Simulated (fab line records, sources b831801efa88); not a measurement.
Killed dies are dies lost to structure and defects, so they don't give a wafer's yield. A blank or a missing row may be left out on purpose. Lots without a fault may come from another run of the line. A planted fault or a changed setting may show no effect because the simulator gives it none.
One fault seen from 2 desks | flow gf180mcu | each desk has only its own numbers; what lay behind them comes last

THE TOOL OWNER'S DESK: pecvd-03
The tool's own readings at GF_MIM_CVD_05 (deposits Si3N4, target thk 42 nm, time 29.086 s): means of the sampled wafers that have a number, for each lot that ran on this tool. A lot is out of limits, marked OUT, if its mean lies more than 4 standard deviations from the usual mean; the brackets give that distance.
Columns: A = heater_power_w at GF_MIM_CVD_05, usual 607 W; B = susceptor_temp_C at GF_MIM_CVD_05, usual 385.02 C
lot  | first seen here | A   | B
L741 | day 24 21:01    | 591 | 384.97
L743 | day 25 10:21    | 524 | 385.02
L752 | day 28 11:13    | 562 | 384.95
L753 | day 28 20:35    | 476 | 385.00
L754 | day 29 02:49    | 546 | 384.98
L755 | day 29 08:21    | 536 | 384.83
This desk's finding: nothing out of limits on any of the 6 lots.

THE METROLOGY DESK
What the gauges read, lot by lot, whatever tool the lot ran on: means of the sampled wafers that have a number. A lot is out of limits, marked OUT, if its mean lies more than 4 standard deviations from the usual mean; the brackets give that distance.
Columns: A = V1_W_THK at GF_V1_THK_MEAS_25, usual 352 nm; B = MIM_CVD_05_THK at GF_MIM_THK_MEAS_06, usual 41.8 nm
lot  | first seen here | A   | B
L740 | day 18 03:04    | 353 | 40.8
L741 | day 18 15:36    | 357 | 42.0
L742 | day 18 22:10    | 343 | 42.3
L743 | day 19 06:33    | 350 | 42.1
L745 | day 20 09:48    | 346 | 41.6
L746 | day 20 10:00    | 363 | 41.7
L752 | day 22 17:01    | 356 | 42.0
L753 | day 23 05:20    | 355 | 32.8 (-16) OUT
L754 | day 23 12:35    | 345 | 33.1 (-16) OUT
L755 | day 23 17:41    | 356 | 32.3 (-17) OUT
L757 | day 24 07:35    | 359 | 41.8
L762 | day 25 22:54    | 364 | 42.4
L761 | day 25 23:56    | 353 | 42.1
This desk's finding: out of limits on L753, L754, L755; first on L753, day 28 20:38 (MIM_CVD_05_THK at GF_MIM_THK_MEAS_06). In limits: L740, L741, L742, L743, L745, L746, L752, L757, L762, L761.

PUT TOGETHER
The metrology desk could have raised an alarm at day 28 20:38, on L753, L754, L755.
The tool owner's desk saw nothing out of limits.
The tool owner's desk has L753, L754, L755 on record, within its limits.
Of the lots named, all ran GF_MIM_CVD_05 on pecvd-03.

WHAT THE SIMULATOR HAD PUT IN
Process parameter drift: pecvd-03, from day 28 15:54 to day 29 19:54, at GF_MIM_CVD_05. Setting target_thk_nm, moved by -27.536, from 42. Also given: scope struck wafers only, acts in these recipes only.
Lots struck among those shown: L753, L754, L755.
Hours from the fault's start to each desk's first reading out of limits: the metrology desk, 5.
